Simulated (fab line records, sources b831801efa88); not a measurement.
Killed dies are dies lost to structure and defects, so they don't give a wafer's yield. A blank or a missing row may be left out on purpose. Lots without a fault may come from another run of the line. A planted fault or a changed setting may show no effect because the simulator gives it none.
Which tool did it? | flow sky130 | 12 lots, 36 wafers sampled, at 5 steps of a route of 708

WHAT THE GAUGES READ, wafer by wafer
SKY_NWELL_RS_MEAS_31: measures by four-point-probe.
lot  | measured     | on            | PWDE_RS (ohm/sq)
L146 | day 5 06:52  | film_metro-02 | 5249 5282 5282
L147 | day 5 15:02  | film_metro-04 | 5274 5267 5270
L151 | day 6 18:17  | film_metro-02 | 5295 5298 5304
L152 | day 7 04:43  | film_metro-02 | 5260 5255 5257
L154 | day 7 09:58  | film_metro-01 | 5273 5281 5276
L155 | day 7 13:13  | film_metro-02 | 5298 5272 5269
L157 | day 8 05:19  | film_metro-01 | 5268 5296 5271
L160 | day 8 19:07  | film_metro-04 | 5297 5268 5284
L161 | day 9 01:20  | film_metro-02 | 5298 5313 5308
L162 | day 9 06:03  | film_metro-01 | 5293 5281 5275
L167 | day 10 19:05 | film_metro-01 | 5294 5312 5302
L168 | day 11 02:28 | film_metro-01 | 5262 5266 5243

SKY_VT_ADJUST_LVTN_TW_MEAS_10.
lot  | measured     | on            | VT_ADJUST_LVTN_TW
L146 | day 6 19:55  | film_metro-01 | 240.1 240.9 241.0
L147 | day 7 05:30  | film_metro-01 | 241.7 240.9 240.6
L151 | day 8 09:32  | film_metro-01 | 241.1 243.2 243.0
L152 | day 8 22:57  | film_metro-01 | 242.6 242.5 242.0
L154 | day 9 03:50  | film_metro-01 | 239.9 239.3 241.6
L155 | day 9 07:31  | film_metro-01 | 239.8 241.4 240.9
L157 | day 10 01:12 | film_metro-03 | 241.6 241.0 241.9
L160 | day 10 16:22 | film_metro-01 | 241.7 240.4 240.3
L161 | day 10 23:00 | film_metro-03 | 241.2 242.9 242.2
L162 | day 11 01:47 | film_metro-02 | 243.0 242.7 244.1
L167 | day 12 18:53 | film_metro-03 | 241.6 241.2 241.0
L168 | day 13 02:36 | film_metro-02 | 240.8 240.4 242.4

SKY_VT_ADJUST_NCORE_TW_MEAS_11.
lot  | measured     | on            | VT_ADJUST_NCORE_TW
L146 | day 8 11:17  | film_metro-04 | 219.4 221.1 219.4
L147 | day 8 22:43  | film_metro-03 | 217.8 218.9 218.1
L151 | day 10 06:52 | film_metro-04 | 221.0 219.8 220.5
L152 | day 10 20:11 | film_metro-02 | 219.2 220.6 220.5
L154 | day 11 00:04 | film_metro-03 | 221.5 220.3 221.3
L155 | day 11 04:59 | film_metro-02 | 220.9 222.3 220.4
L157 | day 11 23:04 | film_metro-04 | 219.3 219.5 219.8
L160 | day 12 15:52 | film_metro-03 | 231.6 230.4 230.9 232.9 232.5 231.7
L161 | day 12 22:58 | film_metro-04 | 233.0 233.8 235.0 234.2 234.1 233.8
L162 | day 13 01:37 | film_metro-03 | 218.0 219.5 217.5
L167 | day 14 23:01 | film_metro-04 | 220.4 219.7 219.1
L168 | day 15 06:31 | film_metro-03 | 220.2 219.8 218.9

WHICH TOOL RAN EACH LOT (tool, then ch and the chambers of the sampled wafers, then the start)
lot  | SKY_VT_ADJUST_NCORE_IMPLANT_09  | SKY_VT_ADJUST_NCORE_STRIP_10
L146 | implanter-01 ch 0, day 8 11:02  | plasma_asher-01 ch 0,1, day 8 11:10
L147 | implanter-01 ch 0, day 8 22:28  | plasma_asher-01 ch 0,1, day 8 22:37
L151 | implanter-02 ch 0, day 10 06:37 | plasma_asher-03 ch 0,1, day 10 06:46
L152 | implanter-02 ch 0, day 10 19:56 | plasma_asher-03 ch 0,1, day 10 20:04
L154 | implanter-02 ch 0, day 10 23:49 | plasma_asher-03 ch 0,1, day 10 23:58
L155 | implanter-02 ch 0, day 11 04:44 | plasma_asher-02 ch 1, day 11 04:52
L157 | implanter-03 ch 0, day 11 22:50 | plasma_asher-01 ch 0, day 11 22:58
L160 | implanter-02 ch 0, day 12 15:38 | plasma_asher-03 ch 0,1, day 12 15:46
L161 | implanter-02 ch 0, day 12 22:43 | plasma_asher-02 ch 0,1, day 12 22:52
L162 | implanter-03 ch 0, day 13 01:22 | plasma_asher-02 ch 0,1, day 13 01:31
L167 | implanter-03 ch 0, day 14 22:46 | plasma_asher-02 ch 0,1, day 14 22:55
L168 | implanter-03 ch 0, day 15 06:17 | plasma_asher-01 ch 0,1, day 15 06:25
- SKY_VT_ADJUST_NCORE_IMPLANT_09
- SKY_VT_ADJUST_NCORE_STRIP_10: strips in O2/N2.

WHAT THE TOOLS THEMSELVES READ (means of the sampled wafers that have a number; where no wafer has one, the mark that the record gives instead)
SKY_VT_ADJUST_NCORE_IMPLANT_09.
lot  | tool         | beam_on_s (s) | dose_ions_cm2 | faraday_current_uA
L146 | implanter-01 | 9.84          | 2.3981e+12    | 13.77
L147 | implanter-01 | 9.98          | 2.4043e+12    | 13.53
L151 | implanter-02 | 10.06         | 2.3995e+12    | 13.46
L152 | implanter-02 | 10.02         | 2.3972e+12    | 13.51
L154 | implanter-02 | 10.23         | 2.3976e+12    | 13.21
L155 | implanter-02 | 10.00         | 2.3996e+12    | 13.57
L157 | implanter-03 | 10.05         | 2.3998e+12    | 13.50
L160 | implanter-02 | 10.06         | 2.8958e+12    | 16.25
L161 | implanter-02 | 10.34         | 2.8964e+12    | 15.74
L162 | implanter-03 | 10.03         | 2.4028e+12    | 13.51
L167 | implanter-03 | 9.83          | 2.4007e+12    | 13.77
L168 | implanter-03 | 10.12         | 2.3989e+12    | 13.39

SKY_VT_ADJUST_NCORE_STRIP_10.
lot  | tool            | drypump_motor_current_A (A) | oes_product_au (a.u.) | strip_time_to_endpoint_s (s)
L146 | plasma_asher-01 | 5.4                         | 0.718                 | 14.18
L147 | plasma_asher-01 | 5.1                         | 0.716                 | 14.21
L151 | plasma_asher-03 | 6.1                         | 0.716                 | 14.15
L152 | plasma_asher-03 | 6.0                         | 0.716                 | 14.18
L154 | plasma_asher-03 | 6.0                         | 0.713                 | 14.18
L155 | plasma_asher-02 | 6.0                         | 0.717                 | 14.21
L157 | plasma_asher-01 | 5.7                         | 0.718                 | 14.15
L160 | plasma_asher-03 | 6.0                         | 0.713                 | 14.21
L161 | plasma_asher-02 | 6.2                         | 0.715                 | 14.20
L162 | plasma_asher-02 | 6.2                         | 0.717                 | 14.19
L167 | plasma_asher-02 | 6.1                         | 0.713                 | 14.12
L168 | plasma_asher-01 | 5.4                         | 0.716                 | 14.24

THE ANSWER, worked out from the rows above alone
Rule: what is usual is taken from the lots themselves. Put in order of their means at a reading, lots are off if they are a third of the lots or fewer, leave a main group of 4 or more, and stand apart from it by a gap of 3 or more times the standard deviation of the main group's means; of several such gaps the widest counts. A main group whose means are all the same, to the digits that the tables above print for the reading, isn't used. A lot without any number at a reading at which 4 lots or more have one is off too. The other lots that the step has rows for count as sound. The gauges are gone through in route order, then the tools' own readings, and for those a lot's mean is taken as printed above. The first step at which some lot is off is used, and at that step the reading that is off furthest; a lot without a number counts as furthest.
Off: L160, L161, at SKY_VT_ADJUST_NCORE_TW_MEAS_11 (VT_ADJUST_NCORE_TW). The main group: mean 219.8, standard deviation 0.93.
A tool fits if, at a process step before that reading, it ran every lot that is off, and no sound lot after the first of them. The gauges at SKY_VT_ADJUST_NCORE_TW_MEAS_11 aren't tried: what is off there is off at SKY_VT_ADJUST_NCORE_IMPLANT_09 too, on other tools, and a gauge's error can't cause that. One fits: implanter-02 at SKY_VT_ADJUST_NCORE_IMPLANT_09. Its last sound lot is L155 (day 11 04:44), its first lot that is off L160 (day 12 15:38): a fault that began between those two fits.
The tool's own readings at SKY_VT_ADJUST_NCORE_IMPLANT_09 bear it out: on the lots that are off they differ by more than 5 times the standard deviation of the sound lots' means. dose_ions_cm2 reads 2.8961e+12 there against 2.3998e+12 on the sound lots; faraday_current_uA reads 16.00 there against 13.52 on the sound lots.

WHAT THE SIMULATOR HAD PUT IN
Process parameter drift: implanter-02, from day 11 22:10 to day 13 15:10, at SKY_VT_ADJUST_NCORE_IMPLANT_09. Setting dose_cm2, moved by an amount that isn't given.
Lots struck among those shown: L160, L161. The rule above found the same.
